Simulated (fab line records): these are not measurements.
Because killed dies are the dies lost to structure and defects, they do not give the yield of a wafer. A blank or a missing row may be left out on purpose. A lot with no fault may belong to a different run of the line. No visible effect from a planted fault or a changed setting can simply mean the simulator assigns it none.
Which of the tools did it? / flow gf180mcu / 72 wafers from 24 lots sampled at 5 of the route's 602 steps

## WHAT THE GAUGES SHOWED, per wafer
GF_V4_RS_MEAS_24: a four-point-probe measurement.
lot=L074; measured=day 24 19:26; on=film_metro-03; V4_W_RS (ohm/sq)=0.329 0.328 0.329
lot=L075; measured=day 25 06:07; on=film_metro-04; V4_W_RS (ohm/sq)=0.326 0.325 0.327
lot=L076; measured=day 25 10:18; on=film_metro-01; V4_W_RS (ohm/sq)=0.328 0.327 0.326
lot=L077; measured=day 25 19:34; on=film_metro-04; V4_W_RS (ohm/sq)=0.326 0.331 0.326
lot=L078; measured=day 26 00:44; on=film_metro-01; V4_W_RS (ohm/sq)=0.329 0.331 0.333
lot=L079; measured=day 26 09:40; on=film_metro-03; V4_W_RS (ohm/sq)=0.327 0.321 0.325
lot=L080; measured=day 26 16:11; on=film_metro-03; V4_W_RS (ohm/sq)=0.326 0.322 0.321
lot=L081; measured=day 26 19:59; on=film_metro-04; V4_W_RS (ohm/sq)=0.329 0.333 0.334
lot=L082; measured=day 27 09:26; on=film_metro-04; V4_W_RS (ohm/sq)=0.332 0.326 0.331
lot=L083; measured=day 27 15:12; on=film_metro-01; V4_W_RS (ohm/sq)=0.323 0.327 0.324
lot=L084; measured=day 27 19:27; on=film_metro-03; V4_W_RS (ohm/sq)=0.322 0.324 0.319
lot=L085; measured=day 28 06:03; on=film_metro-01; V4_W_RS (ohm/sq)=0.331 0.329 0.328
lot=L086; measured=day 28 10:08; on=film_metro-01; V4_W_RS (ohm/sq)=0.327 0.324 0.326
lot=L087; measured=day 28 20:49; on=film_metro-04; V4_W_RS (ohm/sq)=0.324 0.328 0.334
lot=L088; measured=day 29 02:56; on=film_metro-03; V4_W_RS (ohm/sq)=0.325 0.328 0.324
lot=L089; measured=day 29 05:50; on=film_metro-04; V4_W_RS (ohm/sq)=0.325 0.330 0.329
lot=L090; measured=day 29 12:40; on=film_metro-01; V4_W_RS (ohm/sq)=0.327 0.329 0.333
lot=L091; measured=day 29 21:14; on=film_metro-04; V4_W_RS (ohm/sq)=0.328 0.325 0.325
lot=L092; measured=day 30 00:55; on=film_metro-03; V4_W_RS (ohm/sq)=0.328 0.332 0.331
lot=L093; measured=day 30 12:11; on=film_metro-03; V4_W_RS (ohm/sq)=0.325 0.323 0.323
lot=L094; measured=day 30 15:52; on=film_metro-04; V4_W_RS (ohm/sq)=0.333 0.331 0.334
lot=L095; measured=day 30 20:55; on=film_metro-03; V4_W_RS (ohm/sq)=0.332 0.331 0.328
lot=L096; measured=day 31 03:25; on=film_metro-04; V4_W_RS (ohm/sq)=0.329 0.329 0.332
lot=L097; measured=day 31 10:23; on=film_metro-01; V4_W_RS (ohm/sq)=0.331 0.327 0.334

## TOOL THAT RAN EACH LOT (tool first, then ch and the chambers of the sampled wafers, then the start)
lot=L074; GF_M3_METAL_ETCH_16=rie_metal-04 ch 0,1, day 21 17:13; GF_M3_STRIP_17=plasma_asher-02 ch 0,1, day 21 17:20; GF_V3_ETCH_17=rie_diel-04 ch 0,1,3, day 22 18:54 or earlier; GF_V3_SPUTTER_22=pvd_sputter-02, day 22 18:54
lot=L075; GF_M3_METAL_ETCH_16=rie_metal-04 ch 0,1, day 22 04:50; GF_M3_STRIP_17=plasma_asher-02 ch 0,1, day 22 04:56; GF_V3_ETCH_17=rie_diel-04 ch 1,2,3, day 23 06:31 or earlier; GF_V3_SPUTTER_22=pvd_sputter-01, day 23 06:31
lot=L076; GF_M3_METAL_ETCH_16=rie_metal-03 ch 0,1, day 22 08:38; GF_M3_STRIP_17=plasma_asher-02 ch 0,1, day 22 08:44; GF_V3_ETCH_17=rie_diel-02 ch 1,2, day 23 10:59 or earlier; GF_V3_SPUTTER_22=pvd_sputter-02, day 23 10:59
lot=L077; GF_M3_METAL_ETCH_16=rie_metal-04 ch 0,1, day 22 19:32; GF_M3_STRIP_17=plasma_asher-04 ch 0,1, day 22 19:38; GF_V3_ETCH_17=rie_diel-04 ch 0,2,3, day 23 20:50 or earlier; GF_V3_SPUTTER_22=pvd_sputter-03, day 23 20:50
lot=L078; GF_M3_METAL_ETCH_16=rie_metal-04 ch 1, day 23 01:07; GF_M3_STRIP_17=plasma_asher-01 ch 0,1, day 23 01:13; GF_V3_ETCH_17=rie_diel-03 ch 1,2,3, day 24 02:26 or earlier; GF_V3_SPUTTER_22=pvd_sputter-02, day 24 02:26
lot=L079; GF_M3_METAL_ETCH_16=rie_metal-03 ch 0,1, day 23 11:49; GF_M3_STRIP_17=plasma_asher-02 ch 0,1, day 23 11:56; GF_V3_ETCH_17=rie_diel-04 ch 0,2,3, day 24 12:23 or earlier; GF_V3_SPUTTER_22=pvd_sputter-02, day 24 12:23
lot=L080; GF_M3_METAL_ETCH_16=rie_metal-02 ch 0,1, day 23 17:34; GF_M3_STRIP_17=plasma_asher-01 ch 0,1, day 23 17:41; GF_V3_ETCH_17=rie_diel-03 ch 1,2, day 24 17:58 or earlier; GF_V3_SPUTTER_22=pvd_sputter-01, day 24 17:58
lot=L081; GF_M3_METAL_ETCH_16=rie_metal-03 ch 0,1, day 23 21:58; GF_M3_STRIP_17=plasma_asher-01 ch 0,1, day 23 22:05; GF_V3_ETCH_17=rie_diel-02 ch 0,1,3, day 24 21:52 or earlier; GF_V3_SPUTTER_22=pvd_sputter-02, day 24 21:52
lot=L082; GF_M3_METAL_ETCH_16=rie_metal-03 ch 0,1, day 24 12:59; GF_M3_STRIP_17=plasma_asher-02 ch 0,1, day 24 13:06; GF_V3_ETCH_17=rie_diel-04 ch 1,2, day 25 12:47 or earlier; GF_V3_SPUTTER_22=pvd_sputter-02, day 25 12:47
lot=L083; GF_M3_METAL_ETCH_16=rie_metal-04 ch 0,1, day 24 19:14; GF_M3_STRIP_17=plasma_asher-02 ch 0,1, day 24 19:20; GF_V3_ETCH_17=rie_diel-02 ch 0,2,3, day 25 18:19 or earlier; GF_V3_SPUTTER_22=pvd_sputter-02, day 25 18:19
lot=L084; GF_M3_METAL_ETCH_16=rie_metal-04 ch 0,1, day 24 23:28; GF_M3_STRIP_17=plasma_asher-04 ch 0,1, day 24 23:34; GF_V3_ETCH_17=rie_diel-02 ch 0,2,3, day 25 22:42 or earlier; GF_V3_SPUTTER_22=pvd_sputter-02, day 25 22:42
lot=L085; GF_M3_METAL_ETCH_16=rie_metal-03 ch 0,1, day 25 10:46; GF_M3_STRIP_17=plasma_asher-04 ch 0,1, day 25 10:53; GF_V3_ETCH_17=rie_diel-04 ch 1,2, day 26 10:13 or earlier; GF_V3_SPUTTER_22=pvd_sputter-01, day 26 10:13
lot=L086; GF_M3_METAL_ETCH_16=rie_metal-03 ch 0,1, day 25 15:04; GF_M3_STRIP_17=plasma_asher-02 ch 0,1, day 25 15:10; GF_V3_ETCH_17=rie_diel-03 ch 2,3, day 26 14:05 or earlier; GF_V3_SPUTTER_22=pvd_sputter-01, day 26 14:05
lot=L087; GF_M3_METAL_ETCH_16=rie_metal-04 ch 0,1, day 26 02:17; GF_M3_STRIP_17=plasma_asher-01 ch 0,1, day 26 02:23; GF_V3_ETCH_17=rie_diel-04 ch 0,1,2, day 27 01:29 or earlier; GF_V3_SPUTTER_22=pvd_sputter-01, day 27 01:29
lot=L088; GF_M3_METAL_ETCH_16=rie_metal-02 ch 0,1, day 26 09:24; GF_M3_STRIP_17=plasma_asher-02 ch 0,1, day 26 09:31; GF_V3_ETCH_17=rie_diel-04 ch 1,3, day 27 07:58 or earlier; GF_V3_SPUTTER_22=pvd_sputter-02, day 27 07:58
lot=L089; GF_M3_METAL_ETCH_16=rie_metal-02 ch 0, day 26 12:47; GF_M3_STRIP_17=plasma_asher-02 ch 0,1, day 26 12:53; GF_V3_ETCH_17=rie_diel-03 ch 1,2, day 27 11:01 or earlier; GF_V3_SPUTTER_22=pvd_sputter-03, day 27 11:01
lot=L090; GF_M3_METAL_ETCH_16=rie_metal-04 ch 0,1, day 26 20:01; GF_M3_STRIP_17=plasma_asher-04 ch 0,1, day 26 20:08; GF_V3_ETCH_17=rie_diel-03 ch 0,2,3, day 27 18:44 or earlier; GF_V3_SPUTTER_22=pvd_sputter-03, day 27 18:44
lot=L091; GF_M3_METAL_ETCH_16=rie_metal-02 ch 1, day 27 04:53; GF_M3_STRIP_17=plasma_asher-04 ch 0,1, day 27 05:06; GF_V3_ETCH_17=rie_diel-03 ch 1,2,3, day 28 03:40 or earlier; GF_V3_SPUTTER_22=pvd_sputter-02, day 28 03:40
lot=L092; GF_M3_METAL_ETCH_16=rie_metal-02 ch 1, day 27 09:49; GF_M3_STRIP_17=plasma_asher-04 ch 0,1, day 27 09:58; GF_V3_ETCH_17=rie_diel-04 ch 0,3, day 28 07:28 or earlier; GF_V3_SPUTTER_22=pvd_sputter-02, day 28 07:28
lot=L093; GF_M3_METAL_ETCH_16=rie_metal-02 ch 0, day 27 21:26; GF_M3_STRIP_17=plasma_asher-02 ch 0,1, day 27 21:32; GF_V3_ETCH_17=rie_diel-04 ch 0,1,3, day 28 19:10 or earlier; GF_V3_SPUTTER_22=pvd_sputter-02, day 28 19:10
lot=L094; GF_M3_METAL_ETCH_16=rie_metal-03 ch 0,1, day 28 01:13; GF_M3_STRIP_17=plasma_asher-02 ch 0,1, day 28 01:20; GF_V3_ETCH_17=rie_diel-02 ch 0,3, day 28 23:00 or earlier; GF_V3_SPUTTER_22=pvd_sputter-01, day 28 23:00
lot=L095; GF_M3_METAL_ETCH_16=rie_metal-02 ch 0, day 28 07:05; GF_M3_STRIP_17=plasma_asher-04 ch 0,1, day 28 07:11; GF_V3_ETCH_17=rie_diel-02 ch 1,2, day 29 04:38 or earlier; GF_V3_SPUTTER_22=pvd_sputter-02, day 29 04:38
lot=L096; GF_M3_METAL_ETCH_16=rie_metal-03 ch 0,1, day 28 13:44; GF_M3_STRIP_17=plasma_asher-01 ch 0,1, day 28 13:51; GF_V3_ETCH_17=rie_diel-04 ch 1,2,3, day 29 11:40 or earlier; GF_V3_SPUTTER_22=pvd_sputter-02, day 29 11:40
lot=L097; GF_M3_METAL_ETCH_16=rie_metal-03 ch 0,1, day 28 21:18; GF_M3_STRIP_17=plasma_asher-02 ch 0,1, day 28 21:25; GF_V3_ETCH_17=rie_diel-04 ch 1,3, day 29 18:41 or earlier; GF_V3_SPUTTER_22=pvd_sputter-02, day 29 18:41
- GF_M3_METAL_ETCH_16: etches the open film in Cl2/BCl3, stops on SiO2, target depth 627.5 nm, time 104.6 s.
- GF_M3_STRIP_17: strips in O2/N2.
- GF_V3_ETCH_17: etches SiO2 in C4F8/O2/Ar, stops on TiN, target depth 635 nm.
- GF_V3_SPUTTER_22: material TiN, target thk 10 nm, time 40 s.

## WHAT THE TOOLS THEMSELVES READ (means of the sampled wafers that have a number; where no wafer has one, the mark that the record gives instead)
GF_M3_METAL_ETCH_16.
lot=L074; tool=rie_metal-04; drypump_motor_current_A (A)=5.31; oes_product_au (a.u.)=0.972; throttle_valve_pct (%)=28.245
lot=L075; tool=rie_metal-04; drypump_motor_current_A (A)=5.32; oes_product_au (a.u.)=0.983; throttle_valve_pct (%)=28.246
lot=L076; tool=rie_metal-03; drypump_motor_current_A (A)=5.44; oes_product_au (a.u.)=0.974; throttle_valve_pct (%)=28.247
lot=L077; tool=rie_metal-04; drypump_motor_current_A (A)=5.32; oes_product_au (a.u.)=0.972; throttle_valve_pct (%)=28.253
lot=L078; tool=rie_metal-04; drypump_motor_current_A (A)=5.21; oes_product_au (a.u.)=0.965; throttle_valve_pct (%)=28.258
lot=L079; tool=rie_metal-03; drypump_motor_current_A (A)=5.46; oes_product_au (a.u.)=0.972; throttle_valve_pct (%)=28.251
lot=L080; tool=rie_metal-02; drypump_motor_current_A (A)=5.63; oes_product_au (a.u.)=0.981; throttle_valve_pct (%)=28.255
lot=L081; tool=rie_metal-03; drypump_motor_current_A (A)=5.19; oes_product_au (a.u.)=0.978; throttle_valve_pct (%)=28.253
lot=L082; tool=rie_metal-03; drypump_motor_current_A (A)=5.21; oes_product_au (a.u.)=0.976; throttle_valve_pct (%)=28.261
lot=L083; tool=rie_metal-04; drypump_motor_current_A (A)=5.44; oes_product_au (a.u.)=0.967; throttle_valve_pct (%)=28.247
lot=L084; tool=rie_metal-04; drypump_motor_current_A (A)=5.30; oes_product_au (a.u.)=0.976; throttle_valve_pct (%)=28.243
lot=L085; tool=rie_metal-03; drypump_motor_current_A (A)=5.18; oes_product_au (a.u.)=0.970; throttle_valve_pct (%)=28.248
lot=L086; tool=rie_metal-03; drypump_motor_current_A (A)=5.43; oes_product_au (a.u.)=0.971; throttle_valve_pct (%)=28.246
lot=L087; tool=rie_metal-04; drypump_motor_current_A (A)=5.45; oes_product_au (a.u.)=0.971; throttle_valve_pct (%)=28.249
lot=L088; tool=rie_metal-02; drypump_motor_current_A (A)=5.65; oes_product_au (a.u.)=0.974; throttle_valve_pct (%)=28.247
lot=L089; tool=rie_metal-02; drypump_motor_current_A (A)=5.66; oes_product_au (a.u.)=0.974; throttle_valve_pct (%)=28.244
lot=L090; tool=rie_metal-04; drypump_motor_current_A (A)=5.44; oes_product_au (a.u.)=0.974; throttle_valve_pct (%)=28.254
lot=L091; tool=rie_metal-02; drypump_motor_current_A (A)=5.59; oes_product_au (a.u.)=0.965; throttle_valve_pct (%)=28.248
lot=L092; tool=rie_metal-02; drypump_motor_current_A (A)=5.58; oes_product_au (a.u.)=0.972; throttle_valve_pct (%)=28.243
lot=L093; tool=rie_metal-02; drypump_motor_current_A (A)=5.65; oes_product_au (a.u.)=0.968; throttle_valve_pct (%)=28.260
lot=L094; tool=rie_metal-03; drypump_motor_current_A (A)=5.19; oes_product_au (a.u.)=0.971; throttle_valve_pct (%)=28.258
lot=L095; tool=rie_metal-02; drypump_motor_current_A (A)=5.67; oes_product_au (a.u.)=0.967; throttle_valve_pct (%)=28.257
lot=L096; tool=rie_metal-03; drypump_motor_current_A (A)=5.46; oes_product_au (a.u.)=0.972; throttle_valve_pct (%)=28.261
lot=L097; tool=rie_metal-03; drypump_motor_current_A (A)=5.20; oes_product_au (a.u.)=0.964; throttle_valve_pct (%)=28.258

GF_M3_STRIP_17.
lot=L074; tool=plasma_asher-02; drypump_motor_current_A (A)=5.8; heater_power_w (W)=374; oes_product_au (a.u.)=0.555; strip_time_to_endpoint_s (s)=7.84
lot=L075; tool=plasma_asher-02; drypump_motor_current_A (A)=5.5; heater_power_w (W)=358; oes_product_au (a.u.)=0.558; strip_time_to_endpoint_s (s)=7.85
lot=L076; tool=plasma_asher-02; drypump_motor_current_A (A)=5.4; heater_power_w (W)=360; oes_product_au (a.u.)=0.556; strip_time_to_endpoint_s (s)=7.85
lot=L077; tool=plasma_asher-04; drypump_motor_current_A (A)=6.3; heater_power_w (W)=334; oes_product_au (a.u.)=0.560; strip_time_to_endpoint_s (s)=7.86
lot=L078; tool=plasma_asher-01; drypump_motor_current_A (A)=6.3; heater_power_w (W)=293; oes_product_au (a.u.)=0.555; strip_time_to_endpoint_s (s)=7.84
lot=L079; tool=plasma_asher-02; drypump_motor_current_A (A)=5.4; heater_power_w (W)=362; oes_product_au (a.u.)=0.558; strip_time_to_endpoint_s (s)=7.85
lot=L080; tool=plasma_asher-01; drypump_motor_current_A (A)=6.3; heater_power_w (W)=299; oes_product_au (a.u.)=0.563; strip_time_to_endpoint_s (s)=7.81
lot=L081; tool=plasma_asher-01; drypump_motor_current_A (A)=6.1; heater_power_w (W)=339; oes_product_au (a.u.)=0.556; strip_time_to_endpoint_s (s)=7.84
lot=L082; tool=plasma_asher-02; drypump_motor_current_A (A)=5.8; heater_power_w (W)=362; oes_product_au (a.u.)=0.558; strip_time_to_endpoint_s (s)=7.83
lot=L083; tool=plasma_asher-02; drypump_motor_current_A (A)=5.8; heater_power_w (W)=370; oes_product_au (a.u.)=0.556; strip_time_to_endpoint_s (s)=7.85
lot=L084; tool=plasma_asher-04; drypump_motor_current_A (A)=5.8; heater_power_w (W)=317; oes_product_au (a.u.)=0.556; strip_time_to_endpoint_s (s)=7.90
lot=L085; tool=plasma_asher-04; drypump_motor_current_A (A)=5.8; heater_power_w (W)=318; oes_product_au (a.u.)=0.553; strip_time_to_endpoint_s (s)=7.83
lot=L086; tool=plasma_asher-02; drypump_motor_current_A (A)=5.8; heater_power_w (W)=360; oes_product_au (a.u.)=0.557; strip_time_to_endpoint_s (s)=7.83
lot=L087; tool=plasma_asher-01; drypump_motor_current_A (A)=6.1; heater_power_w (W)=337; oes_product_au (a.u.)=0.558; strip_time_to_endpoint_s (s)=7.90
lot=L088; tool=plasma_asher-02; drypump_motor_current_A (A)=5.4; heater_power_w (W)=366; oes_product_au (a.u.)=0.558; strip_time_to_endpoint_s (s)=7.85
lot=L089; tool=plasma_asher-02; drypump_motor_current_A (A)=5.5; heater_power_w (W)=359; oes_product_au (a.u.)=0.557; strip_time_to_endpoint_s (s)=7.79
lot=L090; tool=plasma_asher-04; drypump_motor_current_A (A)=6.2; heater_power_w (W)=331; oes_product_au (a.u.)=0.555; strip_time_to_endpoint_s (s)=7.82
lot=L091; tool=plasma_asher-04; drypump_motor_current_A (A)=5.8; heater_power_w (W)=322; oes_product_au (a.u.)=0.552; strip_time_to_endpoint_s (s)=7.78
lot=L092; tool=plasma_asher-04; drypump_motor_current_A (A)=5.8; heater_power_w (W)=321; oes_product_au (a.u.)=0.557; strip_time_to_endpoint_s (s)=7.83
lot=L093; tool=plasma_asher-02; drypump_motor_current_A (A)=5.4; heater_power_w (W)=360; oes_product_au (a.u.)=0.557; strip_time_to_endpoint_s (s)=7.85
lot=L094; tool=plasma_asher-02; drypump_motor_current_A (A)=5.5; heater_power_w (W)=360; oes_product_au (a.u.)=0.558; strip_time_to_endpoint_s (s)=7.79
lot=L095; tool=plasma_asher-04; drypump_motor_current_A (A)=6.2; heater_power_w (W)=330; oes_product_au (a.u.)=0.559; strip_time_to_endpoint_s (s)=7.87
lot=L096; tool=plasma_asher-01; drypump_motor_current_A (A)=6.3; heater_power_w (W)=297; oes_product_au (a.u.)=0.555; strip_time_to_endpoint_s (s)=7.89
lot=L097; tool=plasma_asher-02; drypump_motor_current_A (A)=5.8; heater_power_w (W)=368; oes_product_au (a.u.)=0.558; strip_time_to_endpoint_s (s)=7.88

GF_V3_ETCH_17.
lot=L074; tool=rie_diel-04; oes_product_au (a.u.)=0.861
lot=L075; tool=rie_diel-04; oes_product_au (a.u.)=0.854
lot=L076; tool=rie_diel-02; oes_product_au (a.u.)=0.855
lot=L077; tool=rie_diel-04; oes_product_au (a.u.)=0.854
lot=L078; tool=rie_diel-03; oes_product_au (a.u.)=0.856
lot=L079; tool=rie_diel-04; oes_product_au (a.u.)=0.857
lot=L080; tool=rie_diel-03; oes_product_au (a.u.)=0.853
lot=L081; tool=rie_diel-02; oes_product_au (a.u.)=0.850
lot=L082; tool=rie_diel-04; oes_product_au (a.u.)=0.852
lot=L083; tool=rie_diel-02; oes_product_au (a.u.)=0.856
lot=L084; tool=rie_diel-02; oes_product_au (a.u.)=0.855
lot=L085; tool=rie_diel-04; oes_product_au (a.u.)=0.859
lot=L086; tool=rie_diel-03; oes_product_au (a.u.)=0.857
lot=L087; tool=rie_diel-04; oes_product_au (a.u.)=0.852
lot=L088; tool=rie_diel-04; oes_product_au (a.u.)=0.855
lot=L089; tool=rie_diel-03; oes_product_au (a.u.)=0.854
lot=L090; tool=rie_diel-03; oes_product_au (a.u.)=0.860
lot=L091; tool=rie_diel-03; oes_product_au (a.u.)=0.859
lot=L092; tool=rie_diel-04; oes_product_au (a.u.)=0.857
lot=L093; tool=rie_diel-04; oes_product_au (a.u.)=0.851
lot=L094; tool=rie_diel-02; oes_product_au (a.u.)=0.855
lot=L095; tool=rie_diel-02; oes_product_au (a.u.)=0.856
lot=L096; tool=rie_diel-04; oes_product_au (a.u.)=0.854
lot=L097; tool=rie_diel-04; oes_product_au (a.u.)=0.854

GF_V3_SPUTTER_22.
lot=L074; tool=pvd_sputter-02; throttle_valve_pct (%)=29.6
lot=L075; tool=pvd_sputter-01; throttle_valve_pct (%)=30.0
lot=L076; tool=pvd_sputter-02; throttle_valve_pct (%)=29.8
lot=L077; tool=pvd_sputter-03; throttle_valve_pct (%)=30.6
lot=L078; tool=pvd_sputter-02; throttle_valve_pct (%)=29.8
lot=L079; tool=pvd_sputter-02; throttle_valve_pct (%)=30.4
lot=L080; tool=pvd_sputter-01; throttle_valve_pct (%)=30.2
lot=L081; tool=pvd_sputter-02; throttle_valve_pct (%)=30.2
lot=L082; tool=pvd_sputter-02; throttle_valve_pct (%)=29.9
lot=L083; tool=pvd_sputter-02; throttle_valve_pct (%)=29.6
lot=L084; tool=pvd_sputter-02; throttle_valve_pct (%)=30.1
lot=L085; tool=pvd_sputter-01; throttle_valve_pct (%)=29.9
lot=L086; tool=pvd_sputter-01; throttle_valve_pct (%)=30.0
lot=L087; tool=pvd_sputter-01; throttle_valve_pct (%)=29.5
lot=L088; tool=pvd_sputter-02; throttle_valve_pct (%)=29.4
lot=L089; tool=pvd_sputter-03; throttle_valve_pct (%)=29.4
lot=L090; tool=pvd_sputter-03; throttle_valve_pct (%)=29.8
lot=L091; tool=pvd_sputter-02; throttle_valve_pct (%)=29.7
lot=L092; tool=pvd_sputter-02; throttle_valve_pct (%)=29.9
lot=L093; tool=pvd_sputter-02; throttle_valve_pct (%)=29.5
lot=L094; tool=pvd_sputter-01; throttle_valve_pct (%)=29.9
lot=L095; tool=pvd_sputter-02; throttle_valve_pct (%)=29.4
lot=L096; tool=pvd_sputter-02; throttle_valve_pct (%)=29.9
lot=L097; tool=pvd_sputter-02; throttle_valve_pct (%)=29.7

## THE ANSWER, worked out from the rows above alone
Rule: the lots themselves supply what counts as usual. The widest of any qualifying gaps counts: lots, ordered by their means at a reading, are off when they make up no more than a third of the lots, leave a main group of 4 or more, and stand apart from it by 3 or more times the standard deviation of that group's means. A main group is skipped when, at the precision printed for the reading in the tables above, its means are all equal. A lot without any number at a reading at which 4 lots or more have one is off too. Any other lot the step has rows for is counted as sound. The gauges are gone through in route order, then the tools' own readings, and for those a lot's mean is taken as printed above. The first step at which some lot is off is used, and at that step the reading that is off furthest; a lot without a number counts as furthest.
None of the lots is off at any reading shown; this tells nothing.

## WHAT THE SIMULATOR HAD PUT IN
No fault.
